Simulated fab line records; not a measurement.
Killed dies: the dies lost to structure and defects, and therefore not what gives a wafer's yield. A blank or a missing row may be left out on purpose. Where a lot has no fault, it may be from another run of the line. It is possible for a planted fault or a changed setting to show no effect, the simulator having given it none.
Problem report, 8D (eight disciplines) form, completed by code    flow sky130    the parts of the form that need people (team, actions taken, sign-off) are left out

1. WHAT WENT WRONG
developer temp C at SKY_VT_ADJUST_NCORE_DEVELOP_06 reads a mean of 23.70 C on 6 wafers of 2 lots; wafers without a fault read 23.01 C with a standard deviation of 0.095. That puts it +7.2 standard deviations away from the usual mean.
The step: develop time 60 s.
Seen first at day 14 00:17 on litho track-02, wafer L687.2. The record holds 42 wafers of 14 lots with a number at this step. By rule, "out" or "out of limits" means more than 4 standard deviations away from the usual mean. All remaining wafers that have a number are taken as sound.

2. WHAT IT IS, AND WHAT IT ISN'T
question                     is                      is not
which readings at this step  developer temp C        chill plate temp C
which lots                   L687, L691              L668, L669, L671, L672, L673, L674, L675, L676, L678, L680, L683, L689
which wafers of those lots   all that have a number  -
read on which tools          litho track-02          litho track-01, litho track-03
when                         from day 14 00:17       up to then (33 sound wafers); but 3 sound wafers of L689 came after

3. THE SUSPECTS, EACH WITH WHAT RULES IT OUT
Counting: any tool at a process step up to the reading is kept as a suspect provided that every lot that is out went through it and no sound lot did after the first of them.
- litho track-02 at SKY_VT_ADJUST_NCORE_DEVELOP_06 (develop time 60 s): kept. Every lot that is out went through it, starting with L687 (day 14 00:17), and after that it ran no sound lot; the last sound lot it ran before then is L678 (day 11 12:34). On those wafers its own readings are out: developer temp C.
The count leaves litho track-02 at SKY_VT_ADJUST_NCORE_DEVELOP_06.

4. THE CAUSE (what the simulator had put in)
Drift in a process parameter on litho track-02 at SKY_VT_ADJUST_NCORE_DEVELOP_06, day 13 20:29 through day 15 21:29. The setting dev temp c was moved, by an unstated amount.
Counting left only this tool.

5. THE EFFECT CHAIN, in route order
Rows list readings where the struck wafers' mean (over those with a number) sits beyond 3 standard deviations from the usual. Scope: only readings with a usual standard deviation given in the record; hours: median across lots of the time from each lot's start at the first step in this table that gives one to its start at this step; sigmas: change in usual standard deviations.
hours  step                            reading           usual    on struck wafers  change  sigmas
0      SKY_VT_ADJUST_NCORE_DEVELOP_06  developer temp C  23.01 C  23.70             +0.69   +7.2
The process steps in it:
- SKY_VT_ADJUST_NCORE_DEVELOP_06: develop time 60 s.
Later steps that measure or inspect, where all struck wafers having a row at the step show a number for every such reading and not one has moved that far: SKY_LDD_P_CD_MEAS_07, SKY_LDD_P_OVL_MEAS_08, SKY_SD_P_CD_MEAS_07.

6. HOW IT WOULD HAVE BEEN CAUGHT EARLIER
In this record the first reading out of limits was taken at day 14 00:17, 4 hours after the fault began at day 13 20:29.
